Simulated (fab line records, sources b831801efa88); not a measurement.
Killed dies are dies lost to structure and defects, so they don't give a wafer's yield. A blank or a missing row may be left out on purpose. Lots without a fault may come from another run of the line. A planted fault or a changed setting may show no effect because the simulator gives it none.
fab line records | flow sky130
record lots=6 wafers=18 last_day=50
route steps=708 shown METAL1@440 PAD_OPEN@708
lots that met no fault: from a run of the same line without faults
start_h: hours from the record's first day to the start of the lot's first wafer shown | wait_h: hours since the lot's step before | " the same as in the row above | L1.1+2: a row that stands for several wafers | - no value, or no start given | * or withheld: withheld | < > ~ a bound
route shown NAME@n: a module of which the file shows steps, and the number in the route of the first | usual: mean/standard deviation of fault-free wafers | same: alike in all rows | chamber/n: place in a boat | sites: the reading at each site | _std_site: their standard deviation | _edge_site: outer sites' mean less inner sites' | radius_mm: how far each site lies from the wafer's centre | mask NAME#n: copy n | behind: the tool/chamber that last shaped the wafer | hold: why the lot was held/for how many hours/how that ended | device: the transistor (n, p or np) that didn't switch | end of line: the same wafers' tests at the end of the route | a step without rows: its recipe alone | killed: dies lost to structure and defects at the first sort, not the wafer's yield | map: a wafer's dies, x killed, . not, _ none there
set.NAME: the setting as run; set.NAME@STEP: as run at that earlier step | model.NAME: the simulator's own value behind a step, which no gauge read
lots at some steps of the route; a table a step, a row a wafer
services: from which hour (start_h, from the record's first day; less than 0 if before it) a tool's chamber was out of use, for how many hours, and why
## steps
# step SKY_METAL1_THK_MEAS_06
# recipe thk_meas_gauge=xrf reads=AlCu_of_METAL1_SPUTTER_02
# usual METAL1_ALCU_THK=255/3.2
# columns lot.wafer tool chamber start_h wait_h METAL1_ALCU_THK[nm]
L458.1 film_metro-04 - 763.30 0.1 250
L458.2 " - " " 251
L458.4 " - " " 254
L465.2 film_metro-02 - 803.43 0.1 258
L465.3 " - " " 263
L465.6 " - " " 256
L470.1 film_metro-03 - 846.74 0.1 258
L470.2 " - " " 256
L470.6 " - " " 255
L471.2 film_metro-04 - 850.85 0.1 258
L471.5 " - " " 255
L471.6 " - " " 258
L476.1 film_metro-04 - 886.21 0.1 257
L476.2 " - " " 259
L476.3 " - " " 258
L480.1 film_metro-03 - 908.18 0.1 254
L480.5 " - " " 253
L480.6 " - " " 253
# step SKY_METAL1_DEHYDRATE_07
# recipe temp_c=200 time_s=60
# step SKY_METAL1_HMDS_08
# recipe prime_time_s=60 prime_temp_c=120
# step SKY_METAL1_COAT_09
# recipe resist=BARC temp_c=withheld time_s=withheld spin_rpm=3000 resist_thk_nm=60
# step SKY_METAL1_COAT_10
# recipe resist=KrF-thick spin_rpm=3000 resist_thk_nm=450
# step SKY_METAL1_SOFTBAKE_11
# recipe temp_c=100 time_s=90 resist=KrF-thick
# step SKY_METAL1_EXPOSE_12
# recipe mask_id=MM1 na=0.8 source_shape=annular sigma_inner=0.55 sigma_outer=0.85 target_cd_nm=140 dose_mj=28
# step SKY_METAL1_PEB_13
# recipe peb_temp_c=withheld peb_time_s=withheld resist=KrF-thick
# step SKY_METAL1_DEVELOP_14
# recipe develop_time_s=60 resist=KrF-thick dev_temp_c=21
# step SKY_METAL1_CD_MEAS_15
# recipe target_cd_nm=140
# usual cd_nm=139.6/1.4
# columns lot.wafer tool chamber start_h wait_h cd_nm
L458.1 cd_sem-02 - 790.13 - 138.3
L458.2 " - " " 138.2
L458.4 " - " " 138.3
L465.2 cd_sem-02 - 830.05 - 141.3
L465.3 " - " " 140.1
L465.6 " - " " 139.5
L470.1 cd_sem-01 - 873.73 - 138.5
L470.2 " - " " 137.9
L470.6 " - " " 137.6
L471.2 cd_sem-02 - 876.75 - 140.6
L471.5 " - " " 140.8
L471.6 " - " " 140.9
L476.1 cd_sem-01 - 911.53 - 140.1
L476.2 " - " " 139.4
L476.3 " - " " 139.1
L480.1 cd_sem-02 - 932.71 - 141.4
L480.5 " - " " 139.8
L480.6 " - " " 138.2
# step SKY_METAL1_OVL_MEAS_16
# usual METAL1_OVL=4/5
# columns lot.wafer tool chamber start_h wait_h METAL1_OVL[nm]
L458.1 overlay-02 - 790.25 0.1 11
L458.2 " - " " 13
L458.4 " - " " 14
L465.2 overlay-02 - 830.16 0.1 -2
L465.3 " - " " -1
L465.6 " - " " -1
L470.1 overlay-02 - 873.85 0.1 3
L470.2 " - " " 9
L470.6 " - " " 1
L471.2 overlay-01 - 876.86 0.1 2
L471.5 " - " " 3
L471.6 " - " " 2
L476.1 overlay-01 - 911.65 0.1 4
L476.2 " - " " 6
L476.3 " - " " -2
L480.1 overlay-02 - 932.83 0.1 -2
L480.5 " - " " -6
L480.6 " - " " -9
# step SKY_METAL1_DESCUM_17
# recipe chemistry=O2 source_power_w=150 bias_power_w=0 pressure_mtorr=10 temp_c=40 time_s=8
# usual drypump_motor_current_A=5.6/0.44 oes_product_au=1.009/0.0098
# columns lot.wafer tool chamber start_h wait_h drypump_motor_current_A oes_product_au rf_hours_counter_h
L458.1 rie_metal-04 0 790.29 0.0 5.7 1.008 14
L458.2 " 1 " " 5.8 1.019 10
L458.4 " 0 " " 5.7 1.010 -
L465.2 rie_metal-03 1 830.19 0.0 5.1 1.016 6
L465.3 " 1 " " 5.1 1.003 -
L465.6 " 1 " " 5.1 1.014 -
L470.1 rie_metal-04 0 873.88 0.0 5.7 1.007 18
L470.2 " 1 " " 5.8 1.003 14
L470.6 " 1 " " 5.8 1.002 -
L471.2 rie_metal-03 1 876.89 0.0 5.1 1.006 8
L471.5 " 0 " " 5.6 1.003 -
L471.6 " 1 " " 5.1 1.012 -
L476.1 rie_metal-04 0 911.68 0.0 5.7 1.001 0
L476.2 " 1 " " 5.8 1.007 16
L476.3 " 1 " " 5.8 1.011 -
L480.1 rie_metal-01 1 932.87 0.0 6.6 0.998 1
L480.5 " 0 " " 5.4 1.024 -
L480.6 " 1 " " 6.6 1.017 -
# step SKY_METAL1_ETCH_18
# recipe chemistry=N2/H2 target=BARC ion_energy_ev=200 bias_w=100 pressure_mtorr=30 n2_flow_sccm=100 h2_flow_sccm=200 icp_w=500 stop_on=SiO2 time_s=45.9 target_depth_a=600
# usual bias_w=100.04/0.27 chamber_pressure_mTorr=30.000/0.027 drypump_motor_current_A=5.6/0.44 oes_product_au=0.854/0.0048 throttle_valve_pct=13.225/0.0087
# columns lot.wafer tool chamber start_h wait_h bias_w chamber_pressure_mTorr drypump_motor_current_A oes_product_au rf_hours_counter_h throttle_valve_pct model.KrF-thick_of_METAL1_COAT_10.thk_nm
L458.1 rie_metal-04 0 790.32 0.0 100.38 29.963 5.7 0.854 14 13.229 390.9
L458.2 " 1 " " 100.27 30.025 5.8 0.852 10 13.231 392.7
L458.4 " 0 " " 100.62 29.973 5.7 0.858 - 13.243 391.9
L465.2 rie_metal-03 1 830.22 0.0 99.80 29.990 5.1 0.851 6 13.234 392.2
L465.3 " 1 " " 99.67 29.941 5.1 0.856 - 13.206 393.5
L465.6 " 1 " " 99.78 30.013 5.1 0.854 - 13.229 393.6
L470.1 rie_metal-04 0 873.92 0.0 - - - - - - 435.3
L470.2 " 1 " " - - - - - - 436.8
L470.6 " 1 " " - - - - - - 435.5
L471.2 rie_metal-03 1 876.92 0.0 - - - - - - 436.8
L471.5 " 0 " " - - - - - - 436.8
L471.6 " 1 " " - - - - - - 436.3
L476.1 rie_metal-04 0 911.72 0.0 99.67 30.021 5.7 0.854 0 13.231 393.6
L476.2 " 1 " " 99.54 30.013 5.8 0.852 16 13.227 393.8
L476.3 " 1 " " 99.72 29.972 5.8 0.851 - 13.228 391.8
L480.1 rie_metal-01 1 932.90 0.0 100.28 30.001 6.6 0.854 1 13.219 393.2
L480.5 " 0 " " 100.44 29.988 5.4 0.861 - 13.231 392.7
L480.6 " 1 " " 100.45 30.007 6.6 0.852 - 13.214 392.9
# step SKY_METAL1_METAL_ETCH_19
# recipe target_depth_a=3600 stop_on=SiO2 over_etch_frac=0.3 time_s=78 chemistry=Cl2/BCl3 resist_sidewall_deg=88 pressure_mtorr=10 icp_w=900 bias_w=48.5 Cl2_flow_sccm=60 bcl3_flow_sccm=30
# usual bcl3_flow_sccm=30.02/0.094 bias_w=48.49/0.14 drypump_motor_current_A=5.6/0.45 oes_product_au=0.856/0.0059 throttle_valve_pct=22.266/0.009
# columns lot.wafer tool chamber start_h wait_h bcl3_flow_sccm bias_w drypump_motor_current_A oes_product_au rf_hours_counter_h throttle_valve_pct model.KrF-thick_of_METAL1_COAT_10.thk_nm
L458.1 rie_metal-04 0 790.38 0.0 30.03 48.52 5.7 0.852 14 22.265 154.7
L458.2 " 1 " " 29.99 48.57 5.8 0.850 10 22.264 153
L458.4 " 0 " " 29.96 48.52 5.7 0.860 - 22.259 155.8
L465.2 rie_metal-03 1 830.28 0.0 30.08 48.42 5.1 0.864 6 22.272 151.9
L465.3 " 1 " " 30.09 48.59 5.1 0.842 - 22.281 153.9
L465.6 " 1 " " 30.05 48.30 5.1 0.858 - 22.265 153.3
L470.1 rie_metal-04 0 873.98 0.0 29.95 48.55 5.7 0.381 18 22.262 201.2
L470.2 " 1 " " 29.93 48.38 5.8 0.379 14 22.280 198.1
L470.6 " 1 " " 29.91 48.48 5.8 0.374 - 22.257 198.6
L471.2 rie_metal-03 1 876.98 0.0 29.85 48.23 5.1 0.374 8 22.257 198
L471.5 " 0 " " 29.94 48.33 5.5 0.374 - 22.269 197.6
L471.6 " 1 " " 30.01 48.47 5.1 0.379 - 22.281 198
L476.1 rie_metal-04 0 911.78 0.0 30.16 48.38 5.7 0.867 0 22.266 159.8
L476.2 " 1 " " 30.03 48.52 5.8 0.862 16 22.264 157.7
L476.3 " 1 " " 30.14 48.30 5.8 0.859 - 22.259 156.5
L480.1 rie_metal-01 1 932.96 0.0 30.03 48.57 6.6 0.854 1 22.249 159
L480.5 " 0 " " 30.07 48.42 5.5 0.858 - 22.255 148.2
L480.6 " 1 " " 30.11 48.82 6.6 0.855 - 22.271 158.6
# step SKY_METAL1_STRIP_20
# recipe chemistry=O2/N2 power_w=1400 pressure_mtorr=1500 platen_temp_c=withheld o2_flow_sccm=3000 n2_flow_sccm=300 overash_fraction=0.5
# usual drypump_motor_current_A=5.70/0.17 oes_product_au=0.340/0.005 strip_time_to_endpoint_s=2.65/0.046
# same overash_fraction=0.5
# columns lot.wafer tool chamber start_h wait_h drypump_motor_current_A oes_product_au rf_hours_counter_h strip_time_to_endpoint_s
L458.1 plasma_asher-02 0 790.47 0.1 5.81 0.342 4 2.64
L458.2 " 1 " " 5.85 0.341 4 2.64
L458.4 " 1 " " 5.83 0.347 - 2.66
L465.2 plasma_asher-01 1 830.37 0.1 5.42 0.339 43 2.62
L465.3 " 0 " " 5.53 0.340 - 2.65
L465.6 " 1 " " 5.42 0.338 - 2.63
L470.1 plasma_asher-03 1 874.07 0.1 5.87 0.362 68 3.18
L470.2 " 0 " " 5.77 0.356 68 3.13
L470.6 " 0 " " 5.77 0.357 - 3.12
L471.2 plasma_asher-01 0 877.07 0.1 5.47 0.356 46 3.13
L471.5 " 0 " " 5.53 0.362 - 3.11
L471.6 " 1 " " 5.43 0.357 - 3.13
L476.1 plasma_asher-03 0 911.87 0.1 5.74 0.341 72 2.70
L476.2 " 1 " " 5.86 0.333 72 2.69
L476.3 " 1 " " 5.85 0.337 - 2.68
L480.1 plasma_asher-01 0 933.05 0.1 5.49 0.343 52 2.70
L480.5 " 0 " " 5.49 0.336 - 2.58
L480.6 " 1 " " 5.43 0.349 - 2.69
# step SKY_METAL1_STRIP_21
# recipe chemistry=post_etch_residue_remover time_s=1200 temp_c=72.5
# step SKY_PAD_OPEN_PROBE_99
# usual defect_limited_yield=82.5/1.9 killed_at_M0_to_M3=43/6.8 killed_at_M4_up=3.0/1.6 killed_at_contacts=25/6 killed_at_front_end=15/4.4 killed_at_other=0.3/0.52 killed_dies=86/9.6 killed_on_rim=17/3.5 killed_open=47/6.7 killed_short=39/6.8 sort_bin_3_pad_short=0.9/0.43 sort_bin_5_function=10.3/1.5 sort_bin_6_memory=6.3/1.1 sort_n_pass=406/9.6 sort_yield_pct=82.5/1.9
# same gross_dies=492 killed_at_back_side=0 sort_bin_4_leakage[%]=0 sort_bin_8_speed[%]=0
# columns lot.wafer tool chamber start_h wait_h hold defect_limited_yield[%] killed_at_M0_to_M3 killed_at_M4_up killed_at_contacts killed_at_front_end killed_at_other killed_dies killed_on_rim killed_open killed_short sort_bin_3_pad_short[%] sort_bin_5_function[%] sort_bin_6_memory[%] sort_n_pass sort_yield_pct[%]
L458.1 prober-01 - 1096.65 0.1 - 83.3 40 3 27 12 0 82 15 50 32 0.6 10.2 5.9 410 83.3
L458.2 prober-01 - 1096.70 0.1 - 82.3 45 0 23 19 0 87 17 45 41 1.0 11.6 5.1 405 82.3
L458.4 prober-01 - 1096.80 0.2 - 81.5 42 3 29 17 0 91 19 48 43 0.2 11.0 7.3 401 81.5
L465.2 prober-02 - 1128.36 0.1 - 80.9 41 3 33 17 0 94 15 48 46 1.0 11.6 6.5 398 80.9
L465.3 prober-02 - 1128.41 0.2 - 81.1 43 3 25 22 0 93 11 53 39 0 11.6 7.3 399 81.1
L465.6 prober-02 - 1128.56 0.2 - 83.7 46 1 23 10 0 80 15 38 42 1.0 8.9 6.3 412 83.7
L470.1 prober-01 - 1158.30 0.1 await_dispo/2.7h/scrap 0 438 4 37 13 0 492 96 48 44 0.8 92.9 6.3 0 0
L470.2 prober-01 - 1158.35 0.1 await_dispo/2.7h/scrap 0 442 4 31 15 0 492 96 52 42 0.8 91.7 7.5 0 0
L470.6 prober-01 - 1158.55 0.2 await_dispo/2.7h/scrap 0 450 3 24 15 0 492 96 44 40 0.6 91.3 8.1 0 0
L471.2 prober-02 - 1160.03 0.1 await_dispo/1.7h/scrap 0 450 1 30 11 0 492 96 34 37 0.8 94.3 4.9 0 0
L471.5 prober-02 - 1160.18 0.2 await_dispo/1.7h/scrap 0 450 3 26 13 0 492 96 45 40 0.6 93.5 5.9 0 0
L471.6 prober-02 - 1160.23 0.2 await_dispo/1.7h/scrap 0 462 2 18 9 1 492 96 32 38 0.8 93.3 5.9 0 0
L476.1 prober-01 - 1185.13 0.1 - 82.3 41 2 22 22 0 87 13 43 44 1.8 10.6 5.3 405 82.3
L476.2 prober-01 - 1185.18 0.1 - 84.1 36 2 25 15 0 78 19 36 42 1.2 11.0 3.7 414 84.1
L476.3 prober-01 - 1185.23 0.2 - 83.9 40 1 25 13 0 79 14 44 35 1.0 9.8 5.3 413 83.9
L480.1 prober-01 - 1199.55 0.1 - 80.1 55 1 21 21 0 98 21 57 38 0.6 13.0 6.3 394 80.1
L480.5 prober-01 - 1199.75 0.2 - 79.7 45 2 31 22 0 100 17 52 48 1.0 12.6 6.7 392 79.7
L480.6 prober-01 - 1199.80 0.2 - 81.1 47 4 34 8 0 93 20 54 36 0.6 11.6 6.7 399 81.1
# killed by level:class
L458.1 VIA1:geometric_particle:open=12 CONTACT:geometric_particle:open=12 LI_CONTACT:geometric_particle:open=6 POLY_GATE:geometric_particle:open=5 METAL1:geometric_particle:short=5 CONTACT:geometric_particle:short=4 VIA1:geometric_particle:short=4 VIA2:geometric_particle:short=3
L458.2 CONTACT:geometric_particle:open=10 VIA1:geometric_particle:open=7 METAL2:geometric_particle:short=7 VIA3:geometric_particle:open=7 FIELD_ISO:geometric_particle:short=5 POLY_GATE:geometric_particle:open=5 LOCAL_INTERCONNECT:geometric_particle:short=4 METAL1:geometric_particle:short=4
L458.4 CONTACT:geometric_particle:open=12 VIA3:geometric_particle:open=9 METAL2:geometric_particle:short=9 VIA1:geometric_particle:open=8 CONTACT:geometric_particle:short=6 VIA2:geometric_particle:open=6 FIELD_ISO:geometric_particle:open=4 POLY_GATE:geometric_particle:short=4
L465.2 VIA1:geometric_particle:open=11 CONTACT:geometric_particle:open=10 LI_CONTACT:geometric_particle:open=8 POLY_GATE:geometric_particle:short=5 CONTACT:geometric_particle:short=5 METAL3:geometric_particle:short=5 LI_CONTACT:geometric_particle:short=4 LOCAL_INTERCONNECT:geometric_particle:short=4
L465.3 CONTACT:geometric_particle:open=10 VIA1:geometric_particle:open=9 VIA2:geometric_particle:open=9 METAL2:geometric_particle:short=7 FIELD_ISO:geometric_particle:open=6 POLY_GATE:geometric_particle:open=6 POLY_GATE:geometric_particle:short=5 LI_CONTACT:geometric_particle:open=5
L465.6 METAL2:geometric_particle:short=7 CONTACT:geometric_particle:open=7 VIA3:geometric_particle:open=7 METAL3:geometric_particle:short=6 VIA3:geometric_particle:short=6 LI_CONTACT:geometric_particle:short=5 VIA1:geometric_particle:open=5 VIA2:geometric_particle:open=5
L470.1 METAL1:area_etch=400 CONTACT:geometric_particle:open=11 VIA1:geometric_particle:open=10 LI_CONTACT:geometric_particle:open=9 CONTACT:geometric_particle:short=6 VIA1:geometric_particle:short=6 LOCAL_INTERCONNECT:geometric_particle:short=5 VIA3:geometric_particle:open=5
L470.2 METAL1:area_etch=398 CONTACT:geometric_particle:open=11 VIA3:geometric_particle:open=9 VIA1:geometric_particle:open=7 CONTACT:geometric_particle:short=7 POLY_GATE:geometric_particle:open=6 LI_CONTACT:geometric_particle:open=5 LOCAL_INTERCONNECT:geometric_particle:short=5
L470.6 METAL1:area_etch=408 VIA1:geometric_particle:open=11 CONTACT:geometric_particle:open=7 METAL2:geometric_particle:short=7 LOCAL_INTERCONNECT:geometric_particle:short=6 VIA2:geometric_particle:open=6 METAL1:geometric_particle:short=5 POLY_GATE:geometric_particle:short=4
L471.2 METAL1:area_etch=421 CONTACT:geometric_particle:open=9 LI_CONTACT:geometric_particle:open=7 LOCAL_INTERCONNECT:geometric_particle:short=7 VIA1:geometric_particle:open=7 FIELD_ISO:geometric_particle:short=5 CONTACT:geometric_particle:short=4 VIA1:geometric_particle:short=4
L471.5 METAL1:area_etch=407 VIA1:geometric_particle:open=11 CONTACT:geometric_particle:open=10 METAL2:geometric_particle:short=8 CONTACT:geometric_particle:short=7 VIA3:geometric_particle:open=6 METAL1:geometric_particle:short=5 LI_CONTACT:geometric_particle:open=4
L471.6 METAL1:area_etch=421 VIA1:geometric_particle:open=9 LI_CONTACT:geometric_particle:short=7 METAL1:geometric_particle:short=7 CONTACT:geometric_particle:open=5 FIELD_ISO:geometric_particle:open=4 METAL2:geometric_particle:short=4 VIA3:geometric_particle:short=4
L476.1 VIA1:geometric_particle:open=7 LOCAL_INTERCONNECT:geometric_particle:short=6 VIA2:geometric_particle:open=6 FIELD_ISO:geometric_particle:open=5 POLY_GATE:geometric_particle:short=5 SPACER:geometric_particle:short=5 CONTACT:geometric_particle:open=5 METAL1:geometric_particle:open=5
L476.2 LI_CONTACT:geometric_particle:open=10 VIA2:geometric_particle:open=7 CONTACT:geometric_particle:short=5 CONTACT:geometric_particle:open=5 VIA1:geometric_particle:open=5 FIELD_ISO:geometric_particle:short=4 POLY_GATE:geometric_particle:open=4 VIA3:geometric_particle:open=4
L476.3 CONTACT:geometric_particle:open=11 VIA1:geometric_particle:open=9 METAL2:geometric_particle:short=7 POLY_GATE:geometric_particle:open=6 VIA1:geometric_particle:short=6 VIA2:geometric_particle:open=6 CONTACT:geometric_particle:short=4 POLY_GATE:geometric_particle:short=4
L480.1 VIA1:geometric_particle:open=17 VIA3:geometric_particle:open=11 VIA1:geometric_particle:short=8 LI_CONTACT:geometric_particle:open=7 CONTACT:geometric_particle:open=7 POLY_GATE:geometric_particle:open=5 METAL1:geometric_particle:short=4 LOCAL_INTERCONNECT:geometric_particle:short=4
L480.5 VIA1:geometric_particle:open=11 LI_CONTACT:geometric_particle:open=9 POLY_GATE:geometric_particle:short=7 CONTACT:geometric_particle:short=7 CONTACT:geometric_particle:open=7 FIELD_ISO:geometric_particle:open=5 POLY_GATE:geometric_particle:open=5 VIA1:geometric_particle:short=5
L480.6 VIA1:geometric_particle:open=16 CONTACT:geometric_particle:open=15 VIA3:geometric_particle:open=6 LI_CONTACT:geometric_particle:short=6 VIA2:geometric_particle:open=6 LI_CONTACT:geometric_particle:open=5 METAL2:geometric_particle:short=5 METAL3:geometric_particle:short=4
# map L470.1 (x killed, . not)
__________xxxxxxxxxx_________
________xxxxxxxxxxxxxx_______
______xxxxxxxxxxxxxxxxxx_____
_____xxxxxxxxxxxxxxxxxxxx____
____xxxxxxxxxxxxxxxxxxxxxx___
___xxxxxxxxxxxxxxxxxxxxxxxx__
__xxxxxxxxxxxxxxxxxxxxxxxxxx_
_xxxxxxxxxxxxxxxxxxxxxxxxxxxx
_xxxxxxxxxxxxxxxxxxxxxxxxxxxx
_xxxxxxxxxxxxxxxxxxxxxxxxxxxx
_xxxxxxxxxxxxxxxxxxxxxxxxxxxx
_xxxxxxxxxxxxxxxxxxxxxxxxxxxx
_xxxxxxxxxxxxxxxxxxxxxxxxxxxx
_xxxxxxxxxxxxxxxxxxxxxxxxxxxx
_xxxxxxxxxxxxxxxxxxxxxxxxxxxx
__xxxxxxxxxxxxxxxxxxxxxxxxxx_
___xxxxxxxxxxxxxxxxxxxxxxxx__
____xxxxxxxxxxxxxxxxxxxxxx___
_____xxxxxxxxxxxxxxxxxxxx____
______xxxxxxxxxxxxxxxxxx_____
________xxxxxxxxxxxxxx_______
__________xxxxxxxxxx_________
# map L471.2 (x killed, . not)
__________xxxxxxxxxx_________
________xxxxxxxxxxxxxx_______
______xxxxxxxxxxxxxxxxxx_____
_____xxxxxxxxxxxxxxxxxxxx____
____xxxxxxxxxxxxxxxxxxxxxx___
___xxxxxxxxxxxxxxxxxxxxxxxx__
__xxxxxxxxxxxxxxxxxxxxxxxxxx_
_xxxxxxxxxxxxxxxxxxxxxxxxxxxx
_xxxxxxxxxxxxxxxxxxxxxxxxxxxx
_xxxxxxxxxxxxxxxxxxxxxxxxxxxx
_xxxxxxxxxxxxxxxxxxxxxxxxxxxx
_xxxxxxxxxxxxxxxxxxxxxxxxxxxx
_xxxxxxxxxxxxxxxxxxxxxxxxxxxx
_xxxxxxxxxxxxxxxxxxxxxxxxxxxx
_xxxxxxxxxxxxxxxxxxxxxxxxxxxx
__xxxxxxxxxxxxxxxxxxxxxxxxxx_
___xxxxxxxxxxxxxxxxxxxxxxxx__
____xxxxxxxxxxxxxxxxxxxxxx___
_____xxxxxxxxxxxxxxxxxxxx____
______xxxxxxxxxxxxxxxxxx_____
________xxxxxxxxxxxxxx_______
__________xxxxxxxxxx_________
## services
# columns tool chamber start_h hours kind
rie_metal-01 0 784.56 - clean
rie_metal-01 0 784.56 15.6 scheduled_down
rie_metal-01 0 784.56 15.6 vent_cycle
rie_metal-03 - 803.73 15.6 pm
plasma_asher-02 - 816.53 2.8 pm
plasma_asher-03 - 847.69 2.6 repair
plasma_asher-01 - 859.76 8.6 pm
rie_metal-04 0 880.78 - clean
rie_metal-04 0 880.78 16.9 scheduled_down
rie_metal-04 0 880.78 16.9 vent_cycle
rie_metal-01 1 884.01 - clean
rie_metal-01 1 884.01 16.7 scheduled_down
rie_metal-01 1 884.01 16.7 vent_cycle
rie_metal-04 - 885.56 0.4 repair
plasma_asher-02 - 895.00 3.8 repair
plasma_asher-02 - 910.70 5.7 repair
rie_metal-04 - 918.65 1.3 repair
## key
first_sign step=SKY_METAL1_ETCH_18 reading=tool_record direction=missing
effect step=SKY_METAL1_METAL_ETCH_19 reading=oes_product_au direction=down sigmas=81 usual=0.856 struck=0.377
effect step=SKY_METAL1_STRIP_20 reading=strip_time_to_endpoint_s direction=up sigmas=11 usual=* struck=*
effect step=SKY_PAD_OPEN_PROBE_99 reading=killed_at_M0_to_M3 direction=up sigmas=60 usual=43 struck=449
model_effect step=SKY_METAL1_ETCH_18 value=KrF-thick_of_METAL1_COAT_10.thk_nm without=392.4 struck=436.2
model_effect step=SKY_METAL1_METAL_ETCH_19 value=KrF-thick_of_METAL1_COAT_10.thk_nm without=154.8 struck=198.6
more_kills_born_at SKY_METAL1_ETCH_18@rie_metal-03=1249 SKY_METAL1_ETCH_18@rie_metal-04=1206
met_at SKY_METAL1_ETCH_18
struck_wafers L470.1,L470.2,L470.6,L471.2,L471.5,L471.6
later_rows_left_out L470.1,L470.2,L470.6,L471.2,L471.5,L471.6
onset_between 830.22 873.92
fault kind=skipped_step_whole tool=rie_metal-03,rie_metal-04 chamber=- onset_h=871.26 steps=SKY_METAL1_ETCH_18 scope=struck_lots_only
# later_rows_left_out: the simulator's readings of these wafers behind a module that went badly wrong aren't trusted and aren't shown, but for the sort
